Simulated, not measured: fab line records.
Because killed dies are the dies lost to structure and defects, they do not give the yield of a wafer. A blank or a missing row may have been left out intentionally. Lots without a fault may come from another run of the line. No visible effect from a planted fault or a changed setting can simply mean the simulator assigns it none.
fab line records	flow sky130
record: lots: 5	wafers: 15	last-day: 50
route steps=708 shown METAL3@555 VIA3@573 PAD_OPEN@708
lots with no fault: from the same line, run without faults
start-h: hours from the record's opening day to when the first of the lot's shown wafers began	wait-h: hours from the lot's prior step to this one	" repeats the value in the row above	L1.1+2: one row covering several wafers at once	- value missing, or start not given	* or withheld: withheld	< > ~ a bound
route shown NAME@n: a module of which the file shows steps, and the number in the route of the first	usual: mean/standard deviation of fault-free wafers	same: alike in all rows	chamber/n: place in a boat	sites: each site's reading	_std_site: how widely they spread, as a standard deviation	_edge_site: mean of outer sites minus mean of inner sites	radius-mm: how far each site lies from the wafer's centre	mask NAME#n: copy n	behind: the last tool/chamber to shape the wafer	hold: the reason the lot was held/the length of the hold in hours/how it ended	device: which transistor (n, p or np) failed to switch	end of line: tests of these same wafers at the route's end	for a step that has no rows: nothing shown but its recipe	killed: count of dies lost to structure and defects at first sort (not the wafer's yield)	map: a wafer's dies, x killed, . not, _ none there
set.NAME: the setting as run; set.NAME@STEP: as run at that earlier step	model.NAME: the simulator's own value behind a step, which no gauge read
lots seen at some steps along the route; tables by step, rows by wafer
services: the hour from which a tool's chamber was out of use, counted from the record's first day as start-h (under 0 if before that day), plus the number of hours and why
== steps ==
step: SKY_METAL3_DEHYDRATE_05
recipe: temp-c: 200	time-s: 60
step: SKY_METAL3_HMDS_06
recipe: prime-time-s: 60	prime-temp-c: 120
step: SKY_METAL3_COAT_07
recipe: resist: BARC	temp-c: withheld	time-s: withheld	spin-rpm: 3000	resist-thk-nm: 60
step: SKY_METAL3_COAT_08
recipe: resist: KrF-thick	spin-rpm: 3000	resist-thk-nm: 1140
step: SKY_METAL3_SOFTBAKE_09
recipe: temp-c: 100	time-s: 90	resist: KrF-thick
step: SKY_METAL3_EXPOSE_10
recipe: mask-id: MM3	na: 0.68	source-shape: annular	sigma-inner: 0.4	sigma-outer: 0.8	target-cd-nm: 300	dose-mj: 28
step: SKY_METAL3_PEB_11
recipe: peb-temp-c: withheld	peb-time-s: withheld	resist: KrF-thick
step: SKY_METAL3_DEVELOP_12
recipe: develop-time-s: 60	resist: KrF-thick	dev-temp-c: 21
step: SKY_METAL3_CD_MEAS_13
recipe: target-cd-nm: 300
usual: cd-nm: 299.9/1.2
lot.wafer	tool	chamber	start-h	wait-h	cd-nm
L713.4	cd-sem-01	-	923.61	-	299.2
L713.5	"	-	"	"	299.8
L713.6	"	-	"	"	300.0
L719.1	cd-sem-01	-	975.75	-	300.0
L719.3	"	-	"	"	301.0
L719.6	"	-	"	"	299.5
L722.4	cd-sem-02	-	999.16	-	301.4
L722.5	"	-	"	"	300.8
L722.6	"	-	"	"	300.7
L732.3	cd-sem-02	-	1054.57	-	299.7
L732.5	"	-	"	"	300.2
L732.6	"	-	"	"	299.9
L735.2	cd-sem-02	-	1066.75	-	300.3
L735.3	"	-	"	"	299.7
L735.6	"	-	"	"	299.6
step: SKY_METAL3_OVL_MEAS_14
usual: METAL3_OVL: 2/4.8
lot.wafer	tool	chamber	start-h	wait-h	METAL3_OVL[nm]
L713.4	overlay-02	-	923.68	0.1	10
L713.5	"	-	"	"	1
L713.6	"	-	"	"	9
L719.1	overlay-02	-	975.87	0.1	4
L719.3	"	-	"	"	8
L719.6	"	-	"	"	-2
L722.4	overlay-02	-	999.24	0.1	5
L722.5	"	-	"	"	1
L722.6	"	-	"	"	2
L732.3	overlay-02	-	1054.66	0.1	-10
L732.5	"	-	"	"	-8
L732.6	"	-	"	"	-4
L735.2	overlay-01	-	1066.85	0.1	2
L735.3	"	-	"	"	4
L735.6	"	-	"	"	2
step: SKY_METAL3_DESCUM_15
recipe: chemistry: O2	source-power-w: 150	bias-power-w: 0	pressure-mtorr: 10	temp-c: 40	time-s: 8
step: SKY_METAL3_ETCH_16
recipe: chemistry: N2/H2	target: BARC	ion-energy-ev: 200	bias-w: 100	pressure-mtorr: 30	n2-flow-sccm: 100	h2-flow-sccm: 200	icp-w: 500	stop-on: SiO2	time-s: 88.2	target-depth-a: 600
step: SKY_METAL3_ETCH_17
recipe: target: SiO2	stop-on: TiN	chemistry: C4F8/O2/Ar	source-w: 1500	bias-w: 1200	pressure-mtorr: 40	c4f8-flow-sccm: withheld	O2_flow_sccm: 6	Ar_flow_sccm: 300	time-s: 3.9	target-depth-a: 150
usual: oes-product-au: 0.752/0.0071
lot.wafer	tool	chamber	start-h	wait-h	oes-product-au	rf-hours-counter-h
L713.4	rie-diel-02	3	923.83	0.0	0.750	18
L713.5	"	3	"	"	0.761	-
L713.6	"	0	"	"	0.748	-
L719.1	rie-diel-04	2	976.03	0.1	0.739	8
L719.3	"	3	"	"	0.737	10
L719.6	"	0	"	"	0.742	-
L722.4	rie-diel-01	3	999.38	0.0	0.749	16
L722.5	"	1	"	"	0.752	-
L722.6	"	0	"	"	0.763	-
L732.3	rie-diel-02	1	1054.82	0.0	0.749	13
L732.5	"	3	"	"	0.765	-
L732.6	"	0	"	"	0.757	-
L735.2	rie-diel-04	0	1067.14	0.1	0.737	9
L735.3	"	3	"	"	0.747	13
L735.6	"	1	"	"	0.756	-
step: SKY_METAL3_METAL_ETCH_18
recipe: target-depth-a: 8450	stop-on: SiO2	over-etch-frac: 0.3	time-s: 183.1	chemistry: Cl2/BCl3	resist-sidewall-deg: 88	pressure-mtorr: 10	icp-w: 900	bias-w: 48.5	Cl2_flow_sccm: 60	bcl3-flow-sccm: 30
step: SKY_METAL3_STRIP_19
recipe: chemistry: O2/N2	power-w: 1400	pressure-mtorr: 1500	platen-temp-c: withheld	o2-flow-sccm: 3000	n2-flow-sccm: 300	overash-fraction: 0.5
usual: drypump-motor-current-A: 6.03/0.28	oes-product-au: 0.503/0.0054	strip-time-to-endpoint-s: 6.55/0.086
lot.wafer	tool	chamber	start-h	wait-h	drypump-motor-current-A	oes-product-au	rf-hours-counter-h	strip-time-to-endpoint-s
L713.4	plasma-asher-03	1	924.06	0.1	5.74	0.502	-	6.55
L713.5	"	0	"	"	6.07	0.522	-	6.74
L713.6	"	1	"	"	5.73	0.505	-	6.57
L719.1	plasma-asher-04	1	976.23	0.1	6.02	0.512	116	6.63
L719.3	"	1	"	"	6.02	0.497	-	6.55
L719.6	"	1	"	"	6.01	0.503	-	6.59
L722.4	plasma-asher-03	1	999.61	0.1	5.74	0.509	-	6.62
L722.5	"	1	"	"	5.75	0.500	-	6.58
L722.6	"	0	"	"	6.07	0.496	-	6.63
L732.3	plasma-asher-01	0	1055.05	0.1	6.46	0.508	-	6.62
L732.5	"	1	"	"	5.73	0.498	-	6.62
L732.6	"	0	"	"	6.46	0.513	-	6.64
L735.2	plasma-asher-03	1	1067.34	0.1	5.77	0.503	30	6.58
L735.3	"	1	"	"	5.77	0.505	-	6.57
L735.6	"	1	"	"	5.76	0.501	-	6.64
step: SKY_METAL3_STRIP_20
recipe: chemistry: post-etch-residue-remover	time-s: 1200	temp-c: 72.5
step: SKY_METAL3_CLEAN_21
recipe: chemistry: IPA	time-s: 180	temp-c: 25
step: SKY_METAL3_CLEAN_22
recipe: chemistry: O3/DIW	dry: n2-spin
step: SKY_VIA3_HDPCVD_00
recipe: material: SiO2	target-thk-nm: 1635	sigma-open-frac: 0.3	time-s: 272.5	temp-c: 400	sih4-flow-sccm: 60	pressure-mtorr: 6
step: SKY_VIA3_THK_MEAS_01
recipe: reads: SiO2_of_VIA3_HDPCVD_00
usual: VIA3_HDPCVD_THK: 1632/20
lot.wafer	tool	chamber	start-h	wait-h	VIA3_HDPCVD_THK[nm]
L713.4	film-metro-02	-	924.82	0.0	1654
L713.5	"	-	"	"	1628
L713.6	"	-	"	"	1632
L719.1	film-metro-04	-	976.99	0.1	1592
L719.3	"	-	"	"	1598
L719.6	"	-	"	"	1601
L722.4	film-metro-01	-	1000.38	0.0	1641
L722.5	"	-	"	"	1656
L722.6	"	-	"	"	1642
L732.3	film-metro-02	-	1055.80	0.1	1619
L732.5	"	-	"	"	1638
L732.6	"	-	"	"	1638
L735.2	film-metro-04	-	1068.70	0.1	1611
L735.3	"	-	"	"	1614
L735.6	"	-	"	"	1622
step: SKY_VIA3_CMP_02
recipe: material: SiO2	down-force-psi: 4	platen-rpm: 60	pad-velocity-m-s: 0.94248
usual: head-pressure-psi: 4.000/0.009	motor-current-A: 11.4/1.3
lot.wafer	tool	chamber	start-h	wait-h	head-pressure-psi	motor-current-A
L713.4	cmp-02	3	924.85	0.0	3.987	11.8
L713.6	"	3	"	"	3.989	12.0
L713.5	"	0	"	"	3.989	11.8
L719.1	cmp-01	3	977.10	0.1	4.010	10.1
L719.3	"	1	"	"	3.979	11.4
L719.6	"	3	"	"	4.016	10.2
L722.4	cmp-01	1	1000.51	0.1	4.017	11.4
L722.6	"	3	"	"	3.984	10.1
L722.5	"	0	"	"	4.003	9.8
L732.3	cmp-02	3	1055.99	0.2	4.006	11.9
L732.6	"	0	"	"	4.004	11.5
L732.5	"	1	"	"	4.010	9.5
L735.2	cmp-02	2	1068.75	0.0	3.991	13.3
L735.3	"	1	"	"	4.016	10.1
L735.6	"	3	"	"	3.999	11.5
step: SKY_VIA3_BOW_MEAS_03
recipe: mode: bow
usual: VIA3_BOW: 81/7.1
lot.wafer	tool	chamber	start-h	wait-h	VIA3_BOW[um]
L713.4	film-metro-02	-	925.25	0.4	78
L713.5	"	-	"	"	77
L713.6	"	-	"	"	84
L719.1	film-metro-01	-	977.35	0.2	73
L719.3	"	-	"	"	89
L719.6	"	-	"	"	66
L722.4	film-metro-02	-	1000.77	0.2	82
L722.5	"	-	"	"	93
L722.6	"	-	"	"	79
L732.3	film-metro-04	-	1056.18	0.1	84
L732.5	"	-	"	"	91
L732.6	"	-	"	"	91
L735.2	film-metro-04	-	1069.07	0.3	82
L735.3	"	-	"	"	76
L735.6	"	-	"	"	80
step: SKY_VIA3_DEHYDRATE_04
recipe: temp-c: 200	time-s: 60
step: SKY_VIA3_HMDS_05
recipe: prime-time-s: 60	prime-temp-c: 120
step: SKY_VIA3_COAT_06
recipe: resist: BARC	temp-c: withheld	time-s: withheld	spin-rpm: 3000	resist-thk-nm: 60
step: SKY_VIA3_COAT_07
recipe: resist: KrF-thick	spin-rpm: 3000	resist-thk-nm: 450
step: SKY_VIA3_SOFTBAKE_08
recipe: temp-c: 100	time-s: 90	resist: KrF-thick
step: SKY_VIA3_EXPOSE_09
recipe: mask-id: VIM3	na: 0.8	source-shape: annular	sigma-inner: 0.55	sigma-outer: 0.85	target-cd-nm: 200	dose-mj: 38
step: SKY_VIA3_PEB_10
recipe: peb-temp-c: withheld	peb-time-s: withheld	resist: KrF-thick
step: SKY_VIA3_DEVELOP_11
recipe: develop-time-s: 60	resist: KrF-thick	dev-temp-c: 21
step: SKY_VIA3_CD_MEAS_12
recipe: target-cd-nm: 200
usual: cd-nm: 200.2/1.4
lot.wafer	tool	chamber	start-h	wait-h	cd-nm
L713.4	cd-sem-02	-	950.78	-	201.1
L713.5	"	-	"	"	201.0
L713.6	"	-	"	"	200.4
L719.1	cd-sem-02	-	1001.20	-	200.5
L719.3	"	-	"	"	199.1
L719.6	"	-	"	"	198.6
L722.4	cd-sem-02	-	1024.33	-	198.2
L722.5	"	-	"	"	199.0
L722.6	"	-	"	"	198.5
L732.3	cd-sem-02	-	1077.52	-	201.2
L732.5	"	-	"	"	200.9
L732.6	"	-	"	"	201.3
L735.2	cd-sem-01	-	1090.62	-	200.3
L735.3	"	-	"	"	199.2
L735.6	"	-	"	"	199.6
step: SKY_VIA3_OVL_MEAS_13
usual: VIA3_OVL: -2/4.8
lot.wafer	tool	chamber	start-h	wait-h	VIA3_OVL[nm]
L713.4	overlay-01	-	950.86	0.1	-6
L713.5	"	-	"	"	-12
L713.6	"	-	"	"	-5
L719.1	overlay-02	-	1001.32	0.1	-1
L719.3	"	-	"	"	-1
L719.6	"	-	"	"	1
L722.4	overlay-02	-	1024.41	0.1	-7
L722.5	"	-	"	"	-10
L722.6	"	-	"	"	-9
L732.3	overlay-01	-	1077.61	0.1	8
L732.5	"	-	"	"	2
L732.6	"	-	"	"	3
L735.2	overlay-02	-	1090.73	0.1	-8
L735.3	"	-	"	"	-6
L735.6	"	-	"	"	-2
step: SKY_VIA3_ETCH_14
recipe: chemistry: N2/H2	target: BARC	ion-energy-ev: 200	source-w: 500	bias-w: 100	pressure-mtorr: 30	n2-flow-sccm: 100	h2-flow-sccm: 200	stop-on: SiO2	time-s: 45.9	target-depth-a: 600
usual: drypump-motor-current-A: 5.9/0.53	oes-product-au: 0.854/0.0052	throttle-valve-pct: 13.226/0.0093
lot.wafer	tool	chamber	start-h	wait-h	drypump-motor-current-A	oes-product-au	rf-hours-counter-h	throttle-valve-pct
L713.4	rie-diel-03	2	950.90	0.0	5.9	0.858	-	13.248
L713.5	"	3	"	"	6.1	0.859	-	13.230
L713.6	"	0	"	"	5.6	0.859	-	13.232
L719.1	rie-diel-02	0	1001.35	0.0	5.0	0.855	16	13.223
L719.3	"	1	"	"	4.9	0.855	10	13.228
L719.6	"	1	"	"	4.9	0.848	-	13.212
L722.4	rie-diel-01	0	1024.43	0.0	6.7	0.855	9	13.224
L722.5	"	3	"	"	5.9	0.850	-	13.230
L722.6	"	2	"	"	6.4	0.845	-	13.215
L732.3	rie-diel-01	2	1077.63	0.0	6.4	0.863	22	13.232
L732.5	"	3	"	"	6.0	0.855	-	13.209
L732.6	"	2	"	"	6.4	0.853	-	13.213
L735.2	rie-diel-01	0	1090.76	0.0	6.7	0.861	12	13.218
L735.3	"	3	"	"	6.0	0.864	19	13.235
L735.6	"	2	"	"	6.4	0.857	-	13.222
step: SKY_VIA3_ETCH_15
recipe: target: SiO2	chemistry: C4F8/O2/Ar	target-depth-nm: 507	stop-on: TiN	mask-material: KrF-thick	source-w: 1500	bias-w: 1200	pressure-mtorr: 40	c4f8-flow-sccm: withheld	O2_flow_sccm: 6	Ar_flow_sccm: 300	time-s: 78
step: SKY_VIA3_STRIP_16
recipe: chemistry: O2/N2	power-w: 1400	pressure-mtorr: 1500	platen-temp-c: withheld	o2-flow-sccm: 3000	n2-flow-sccm: 300	overash-fraction: 0.5
usual: drypump-motor-current-A: 6.1/0.53	oes-product-au: 0.402/0.0048	strip-time-to-endpoint-s: 4.12/0.031
lot.wafer	tool	chamber	start-h	wait-h	drypump-motor-current-A	oes-product-au	rf-hours-counter-h	strip-time-to-endpoint-s
L713.4	plasma-asher-04	1	951.02	0.0	6.0	0.395	-	4.14
L713.5	"	0	"	"	6.5	0.406	-	4.11
L713.6	"	1	"	"	6.0	0.406	-	4.16
L719.1	plasma-asher-04	0	1001.46	0.0	6.5	0.404	119	4.12
L719.3	"	1	"	"	6.0	0.399	-	4.10
L719.6	"	0	"	"	6.5	0.404	-	4.12
L722.4	plasma-asher-02	0	1024.57	0.1	5.1	0.408	-	4.10
L722.5	"	0	"	"	5.1	0.399	-	4.10
L722.6	"	1	"	"	6.7	0.395	-	4.15
L732.3	plasma-asher-04	0	1077.77	0.1	6.5	0.394	-	4.11
L732.5	"	1	"	"	6.0	0.396	-	4.10
L732.6	"	0	"	"	6.6	0.402	-	4.14
L735.2	plasma-asher-04	0	1090.86	0.0	6.5	0.407	3	4.14
L735.3	"	0	"	"	6.5	0.411	-	4.15
L735.6	"	0	"	"	6.5	0.398	-	4.18
step: SKY_VIA3_STRIP_17
recipe: chemistry: post-etch-residue-remover	time-s: 1200	temp-c: 72.5
step: SKY_VIA3_CLEAN_18
recipe: chemistry: IPA	time-s: 180	temp-c: 25
step: SKY_VIA3_CLEAN_19
recipe: chemistry: O3/DIW	dry: n2-spin
step: SKY_VIA3_SPUTTER_20
recipe: material: TiN	target-thk-nm: 20	chamber-pressure-pa: 5	power-w: 4000	time-s: 80
usual: chamber-pressure-pa: 5.000/0.009	throttle-valve-pct: 30.2/0.74
lot.wafer	tool	chamber	start-h	wait-h	chamber-pressure-pa	throttle-valve-pct
L713.4	pvd-sputter-04	-	951.60	0.0	4.992	29.8
L713.5	"	-	"	"	4.998	30.2
L713.6	"	-	"	"	4.995	30.9
L719.1	pvd-sputter-04	-	1002.08	0.0	4.994	30.8
L719.3	"	-	"	"	5.002	28.8
L719.6	"	-	"	"	4.989	29.9
L722.4	pvd-sputter-04	-	1025.12	0.0	5.005	29.5
L722.5	"	-	"	"	5.008	30.2
L722.6	"	-	"	"	4.995	30.9
L732.3	pvd-sputter-04	-	1078.33	0.0	5.012	28.8
L732.5	"	-	"	"	4.999	30.5
L732.6	"	-	"	"	5.010	28.8
L735.2	pvd-sputter-04	-	1091.49	0.0	4.999	28.8
L735.3	"	-	"	"	4.995	31.0
L735.6	"	-	"	"	5.000	30.0
step: SKY_VIA3_CVD_21
recipe: material: W	target-thk-nm: 390	time-s: 117.31	temp-c: 400	pressure-torr: 40
step: SKY_VIA3_RS_MEAS_22
recipe: thk-meas-gauge: four-point-probe	reads: W_of_VIA3_CVD_21+TiN_of_VIA3_SPUTTER_20
usual: VIA3_W_RS: 0.296/0.004
lot.wafer	tool	chamber	start-h	wait-h	VIA3_W_RS[ohm/sq]
L713.4	film-metro-04	-	951.82	0.1	0.294
L713.5	"	-	"	"	0.297
L713.6	"	-	"	"	0.296
L719.1	film-metro-04	-	1002.27	0.1	0.303
L719.3	"	-	"	"	0.299
L719.6	"	-	"	"	0.296
L722.4	film-metro-04	-	1025.37	0.1	0.304
L722.5	"	-	"	"	0.299
L722.6	"	-	"	"	0.295
L732.3	film-metro-04	-	1078.55	0.1	0.295
L732.5	"	-	"	"	0.295
L732.6	"	-	"	"	0.286
L735.2	film-metro-04	-	1091.70	0.1	0.299
L735.3	"	-	"	"	0.295
L735.6	"	-	"	"	0.299
step: SKY_VIA3_THK_MEAS_23
recipe: thk-meas-gauge: xrf	reads: W_of_VIA3_CVD_21
usual: VIA3_W_THK: 378/5.8
lot.wafer	tool	chamber	start-h	wait-h	VIA3_W_THK[nm]
L713.4	film-metro-04	-	951.91	0.1	379
L713.5	"	-	"	"	376
L713.6	"	-	"	"	375
L719.1	film-metro-04	-	1002.39	0.1	373
L719.3	"	-	"	"	372
L719.6	"	-	"	"	380
L722.4	film-metro-04	-	1025.46	0.1	365
L722.5	"	-	"	"	374
L722.6	"	-	"	"	378
L732.3	film-metro-04	-	1078.65	0.1	380
L732.5	"	-	"	"	382
L732.6	"	-	"	"	389
L735.2	film-metro-04	-	1091.81	0.1	376
L735.3	"	-	"	"	383
L735.6	"	-	"	"	378
step: SKY_PAD_OPEN_PROBE_99
usual: defect-limited-yield: 82.3/2.2	killed_at_M0_to_M3: 43/7.3	killed_at_M4_up: 3.2/1.9	killed-at-contacts: 25/5.4	killed-at-front-end: 16/4.4	killed-at-other: 0.4/0.66	killed-dies: 87/11	killed-open: 48/7.9	killed-short: 39/6.5	sort_bin_3_pad_short: 0.8/0.43	sort_bin_5_function: 10.5/1.6	sort_bin_6_memory: 6.4/1.2	sort-n-pass: 405/11	sort-yield-pct: 82.3/2.2
same: gross-dies: 492	killed-at-back-side: 0	sort_bin_4_leakage[%]: 0	sort_bin_8_speed[%]: 0
lot.wafer	tool	chamber	start-h	wait-h	defect-limited-yield[%]	killed_at_M0_to_M3	killed_at_M4_up	killed-at-contacts	killed-at-front-end	killed-at-other	killed-dies	killed-open	killed-short	sort_bin_3_pad_short[%]	sort_bin_5_function[%]	sort_bin_6_memory[%]	sort-n-pass	sort-yield-pct[%]	model.etest.tester.sort-n-pass	model.etest.tester.sort-yield-pct	model.etest.tester.sort_bin_5_pct	model.etest.tester.sort_bin_3_pct
L713.4	prober-01	-	1096.75	0.2	85.6	35	3	23	10	0	71	40	31	0.6	7.5	6.3	421	85.6	421	85.57	7.52	0.6098
L713.5	prober-01	-	1096.80	0.2	82.5	53	4	21	8	0	86	51	35	0.4	11.8	5.3	406	82.5	406	82.52	11.79	0.4065
L713.6	prober-01	-	1096.85	0.2	79.1	56	3	29	15	0	103	52	51	0.8	12.4	7.7	389	79.1	389	79.06	12.4	0.813
L719.1	prober-01	-	1140.42	0.1	83.3	40	1	24	17	0	82	45	37	0.6	10.8	5.3	410	83.3	410	83.33	10.77	0.6098
L719.3	prober-01	-	1140.52	0.2	82.1	52	1	17	18	0	88	47	41	0.4	10.2	7.3	404	82.1	404	82.11	10.16	0.4065
L719.6	prober-01	-	1140.67	0.2	78.7	59	5	26	15	0	105	63	42	0.2	13.4	7.7	387	78.7	387	78.66	13.41	0.2033
L722.4	prober-02	-	1159.92	0.2	82.3	51	2	21	12	1	87	50	36	0.8	10.0	6.9	405	82.3	405	82.32	9.959	0.813
L722.5	prober-02	-	1159.97	0.2	83.5	37	1	25	17	1	81	45	35	1.0	10.4	5.1	411	83.5	411	83.54	10.37	1.016
L722.6	prober-02	-	1160.02	0.2	82.1	35	4	30	19	0	88	47	41	0.2	8.7	8.9	404	82.1	404	82.11	8.74	0.2033
L732.3	prober-02	-	1200.26	0.2	85.2	30	3	25	15	0	73	49	24	0.6	8.1	6.1	419	85.2	419	85.16	8.13	0.6098
L732.5	prober-02	-	1200.36	0.2	80.7	43	5	29	18	0	95	50	44	1.0	9.3	8.9	397	80.7	397	80.69	9.35	1.016
L732.6	prober-02	-	1200.41	0.2	75.0	89	1	26	6	1	123	40	31	3.5	14.2	7.3	369	75.0	369	75	14.23	3.455
L735.2	prober-01	-	1209.84	0.1	82.7	44	3	20	18	0	85	50	35	0.4	9.3	7.5	407	82.7	407	82.72	9.35	0.4065
L735.3	prober-01	-	1209.89	0.2	79.9	53	3	24	19	0	99	47	52	0.6	12.8	6.7	393	79.9	393	79.88	12.8	0.6098
L735.6	prober-01	-	1210.04	0.2	82.9	40	2	30	12	0	84	54	30	0.6	9.8	6.7	408	82.9	408	82.93	9.756	0.6098
killed by level:class
L713.4 VIA1:geometric-particle:open=11 CONTACT:geometric-particle:open=11 VIA1:geometric-particle:short=7 LI_CONTACT:geometric-particle:open=6 CONTACT:geometric-particle:short=5 METAL2:geometric-particle:short=4 FIELD_ISO:geometric-particle:short=3 METAL4:geometric-particle:short=3
L713.5 CONTACT:geometric-particle:open=14 METAL2:geometric-particle:short=11 VIA1:geometric-particle:open=10 VIA2:geometric-particle:open=9 VIA3:geometric-particle:open=7 POLY_GATE:geometric-particle:open=4 VIA1:geometric-particle:short=4 LI_CONTACT:geometric-particle:open=3
L713.6 VIA3:geometric-particle:open=11 VIA1:geometric-particle:open=11 CONTACT:geometric-particle:open=9 METAL1:geometric-particle:short=8 LI_CONTACT:geometric-particle:open=7 METAL2:geometric-particle:short=7 POLY_GATE:geometric-particle:short=5 FIELD_ISO:geometric-particle:open=4
L719.1 VIA1:geometric-particle:open=10 CONTACT:geometric-particle:open=9 LI_CONTACT:geometric-particle:open=8 METAL2:geometric-particle:short=6 POLY_GATE:geometric-particle:open=5 METAL1:geometric-particle:short=5 FIELD_ISO:geometric-particle:short=4 METAL3:geometric-particle:short=4
L719.3 VIA1:geometric-particle:open=14 POLY_GATE:geometric-particle:short=8 CONTACT:geometric-particle:open=8 VIA1:geometric-particle:short=8 METAL1:geometric-particle:short=7 POLY_GATE:geometric-particle:open=6 METAL2:geometric-particle:short=6 VIA2:geometric-particle:open=6
L719.6 VIA2:geometric-particle:open=13 VIA1:geometric-particle:open=13 CONTACT:geometric-particle:open=10 LI_CONTACT:geometric-particle:open=9 VIA1:geometric-particle:short=9 VIA3:geometric-particle:open=7 METAL1:geometric-particle:short=5 CONTACT:geometric-particle:short=5
L722.4 CONTACT:geometric-particle:open=10 VIA3:geometric-particle:open=9 VIA1:geometric-particle:open=8 VIA2:geometric-particle:open=8 METAL1:geometric-particle:short=6 METAL3:geometric-particle:short=6 FIELD_ISO:geometric-particle:short=4 CONTACT:geometric-particle:short=4
L722.5 LI_CONTACT:geometric-particle:open=8 VIA1:geometric-particle:open=8 VIA3:geometric-particle:open=8 FIELD_ISO:geometric-particle:open=6 FIELD_ISO:geometric-particle:short=6 LOCAL_INTERCONNECT:geometric-particle:short=6 CONTACT:geometric-particle:open=6 VIA2:geometric-particle:open=5
L722.6 CONTACT:geometric-particle:open=10 FIELD_ISO:geometric-particle:short=8 LI_CONTACT:geometric-particle:open=8 VIA1:geometric-particle:open=8 CONTACT:geometric-particle:short=6 VIA2:geometric-particle:open=6 FIELD_ISO:geometric-particle:open=4 LOCAL_INTERCONNECT:geometric-particle:short=4
L732.3 CONTACT:geometric-particle:open=11 VIA1:geometric-particle:open=9 VIA2:geometric-particle:open=8 LI_CONTACT:geometric-particle:open=7 VIA3:geometric-particle:short=5 POLY_GATE:geometric-particle:short=4 CONTACT:geometric-particle:short=4 METAL1:geometric-particle:short=4
L732.5 CONTACT:geometric-particle:open=14 LI_CONTACT:geometric-particle:open=10 METAL2:geometric-particle:short=10 POLY_GATE:geometric-particle:short=7 VIA2:geometric-particle:open=7 VIA1:geometric-particle:open=6 VIA3:geometric-particle:open=6 METAL1:geometric-particle:short=5
L732.6 METAL3:unspecified=52 CONTACT:geometric-particle:open=11 VIA3:geometric-particle:open=9 LI_CONTACT:geometric-particle:open=6 METAL3:geometric-particle:short=5 METAL2:geometric-particle:short=5 VIA2:geometric-particle:open=4 VIA1:geometric-particle:open=4
L735.2 LI_CONTACT:geometric-particle:open=8 VIA2:geometric-particle:short=7 VIA1:geometric-particle:open=7 VIA3:geometric-particle:open=7 POLY_GATE:geometric-particle:open=6 VIA2:geometric-particle:open=6 METAL1:geometric-particle:short=6 FIELD_ISO:geometric-particle:open=5
L735.3 VIA1:geometric-particle:open=13 VIA2:geometric-particle:open=12 LI_CONTACT:geometric-particle:short=8 FIELD_ISO:geometric-particle:short=7 CONTACT:geometric-particle:open=6 METAL1:geometric-particle:short=6 VIA1:geometric-particle:short=6 METAL2:geometric-particle:short=4
L735.6 CONTACT:geometric-particle:open=14 VIA2:geometric-particle:open=8 LI_CONTACT:geometric-particle:open=8 VIA1:geometric-particle:short=7 VIA1:geometric-particle:open=7 POLY_GATE:geometric-particle:open=5 METAL1:geometric-particle:short=5 LOCAL_INTERCONNECT:geometric-particle:short=5
map L732.6 (x killed, . not)
__________.......x.._________
________.x.......xx..._______
______x................._____
_____............x.......____
____...xx..............x.x___
___x....x.........x.x......__
__........x.....x....x.x...._
_..x.x..x....x..xx..x......x.
_......x...x.................
_......xx.........x.x.xx.x...
_..xx.x...........x.....x....
_x.xxxxxxx.......x....x..x...
_.xxxxxxx.x........x.x......x
_.xxxxxxxxx.....x..xx........
_.xxxxxxxxx....x............x
__xxxxxxxx..x..............._
___xxxxxxxx.......x..x.....__
____xxxxx.......x.........___
_____x.x...x......x......____
______......x..........._____
________.x.x...x.....x_______
__________x.....xxx._________
map L713.6 (x killed, . not)
__________.........._________
________....x.....x..._______
______.....xx.x...x.x..._____
_____.x....x.x......x....____
____..........x...xxx.....___
___.x.........x...xx..x..x.__
__..x.xxx....xx.x.x.x.x....x_
_x.x..........x.xx.....x.....
_xx....x....x................
_...x.......x......x.......x.
_....x..xx.......x...........
_x...........x.........x.xx.x
_.x.x..x.x..xx...x..x....x.xx
_.......x.....x....x....xxxx.
_.x................x.........
__.......x...............x.x_
___.x..x..xx.....xx.....x.x__
____..xx.xx......x...xx...___
_____.........x..........____
______....x............._____
________x......x.x.x.._______
__________.xx..x...._________
== services ==
tool	chamber	start-h	hours	kind
cmp-01	-	902.00	2.3	repair
cmp-02	-	909.80	6.0	pm
cmp-02	-	915.81	4.0	pm
rie-diel-01	0	925.03	1.4	repair
rie-diel-02	0	935.89	9.9	repair
rie-diel-04	3	948.95	4.6	repair
pvd-sputter-04	-	952.73	1.8	repair
rie-diel-02	-	954.36	2.8	pm
rie-diel-01	2	964.28	9.0	repair
rie-diel-04	1	971.16	2.1	repair
rie-diel-02	-	971.54	0.1	repair
cmp-02	-	984.72	4.3	pm
rie-diel-02	1	1002.41	2.3	repair
rie-diel-04	0	1004.30	4.7	repair
cmp-02	-	1019.97	1.2	repair
rie-diel-01	3	1042.27	23.9	repair
rie-diel-01	0	1045.41	2.9	repair
cmp-01	-	1049.98	8.6	pm
plasma-asher-04	-	1055.25	9.0	pm
rie-diel-04	-	1072.54	4.3	pm
cmp-01	-	1076.43	0.9	repair
pvd-sputter-04	-	1080.32	1.3	repair
rie-diel-04	0	1080.64	104.3	repair
cmp-01	-	1084.38	4.0	pm
== key ==
first-sign: step: SKY_PAD_OPEN_PROBE_99	reading: killed_at_M0_to_M3	direction: up	sigmas: 6.2	usual: 43	struck: 89
effect: step: SKY_PAD_OPEN_PROBE_99	reading: sort_bin_3_pad_short	direction: up	sigmas: 6.1	usual: 0.8	struck: 3.5
model-effect: step: SKY_PAD_OPEN_PROBE_99	value: etest.tester.sort-n-pass	without: 413	struck: 369
met-at SKY_METAL3_ETCH_17
struck-wafers L732.6
onset-between 923.83 1054.82
fault: kind: chamber-particle-source	tool: rie-diel-02	chamber: 0	onset-h: 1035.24	steps: SKY_METAL3_ETCH_17	rate-per-visit-cm2: 1.2269	end-h: 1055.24
